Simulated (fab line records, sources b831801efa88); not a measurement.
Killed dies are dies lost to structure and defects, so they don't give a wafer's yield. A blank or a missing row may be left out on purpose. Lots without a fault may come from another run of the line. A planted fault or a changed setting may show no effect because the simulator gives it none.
One fault seen from 2 desks | flow gf180mcu | each desk has only its own numbers; what lay behind them comes last

THE METROLOGY DESK
What the gauges read, lot by lot, whatever tool the lot ran on: means of the sampled wafers that have a number. A lot is out of limits, marked OUT, if its mean lies more than 4 standard deviations from the usual mean; the brackets give that distance.
Columns: A = V3_OVL at GF_V3_OVL_MEAS_15, usual 0 nm; B = V3_W_RS at GF_V3_RS_MEAS_24, usual 0.3291 ohm/sq; C = V3_W_THK at GF_V3_THK_MEAS_25, usual 344 nm; D = V4_BOW at GF_V4_BOW_MEAS_05, usual 135 um
lot  | first seen here | A   | B                | C             | D
L636 | day 22 06:04    | 4   | 0.3282           | 344           | 134
L637 | day 22 17:47    | 6   | 0.3268           | 345           | 137
L638 | day 23 16:07    | 3   | 0.3287           | 343           | 121
L640 | day 24 07:59    | 1   | 0.3289           | 344           | 143
L643 | day 25 09:46    | -4  | 0.3285           | 344           | 139
L644 | day 25 14:07    | 8   | 0.3301           | 342           | 135
L646 | day 26 07:47    | -4  | 0.2910 (-14) OUT | 386 (+12) OUT | 112
L650 | day 27 07:25    | -3  | 0.2909 (-14) OUT | 392 (+13) OUT | 135
L656 | day 29 03:13    | -10 | 0.3276           | 346           | 159
L657 | day 29 05:34    | 1   | 0.3232           | 350           | 132
L659 | day 29 23:25    | 4   | 0.3331           | 338           | 128
This desk's finding: out of limits on L646, L650; first on L646, day 26 08:43 (V3_W_RS at GF_V3_RS_MEAS_24). In limits: L636, L637, L638, L640, L643, L644, L656, L657, L659.

THE TOOL OWNER'S DESK: cvd_w-02
The tool's own readings at GF_V3_CVD_23 (deposits W, target thk 350 nm, time 104.9 s): means of the sampled wafers that have a number, for each lot that ran on this tool. A lot is out of limits, marked OUT, if its mean lies more than 4 standard deviations from the usual mean; the brackets give that distance.
Columns: A = chamber_pressure_Torr at GF_V3_CVD_23, usual 40.01 Torr; B = heater_power_w at GF_V3_CVD_23, usual 866 W
lot  | first seen here | A                       | B
L643 | day 25 10:34    | 40.09                   | 895
L644 | day 25 14:56    | 40.02                   | 906
L646 | day 26 08:36    | 50.43 (+99 or more) OUT | 886
L650 | day 27 08:17    | 50.60 (+99 or more) OUT | 908
This desk's finding: out of limits on L646, L650; first on L646, day 26 08:36 (chamber_pressure_Torr at GF_V3_CVD_23). In limits: L643, L644.

PUT TOGETHER
The tool owner's desk could have raised an alarm at day 26 08:36, on L646, L650.
The metrology desk could have raised an alarm at day 26 08:43, on L646, L650.
Of the lots named, all ran GF_V3_CVD_23 on cvd_w-02.

WHAT THE SIMULATOR HAD PUT IN
Process parameter drift: cvd_w-02, from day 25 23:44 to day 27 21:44, at GF_V3_CVD_23. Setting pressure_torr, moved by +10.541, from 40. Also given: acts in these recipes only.
Lots struck among those shown: L646, L650.
Hours from the fault's start to each desk's first reading out of limits: the tool owner's desk, 9; the metrology desk, 9.
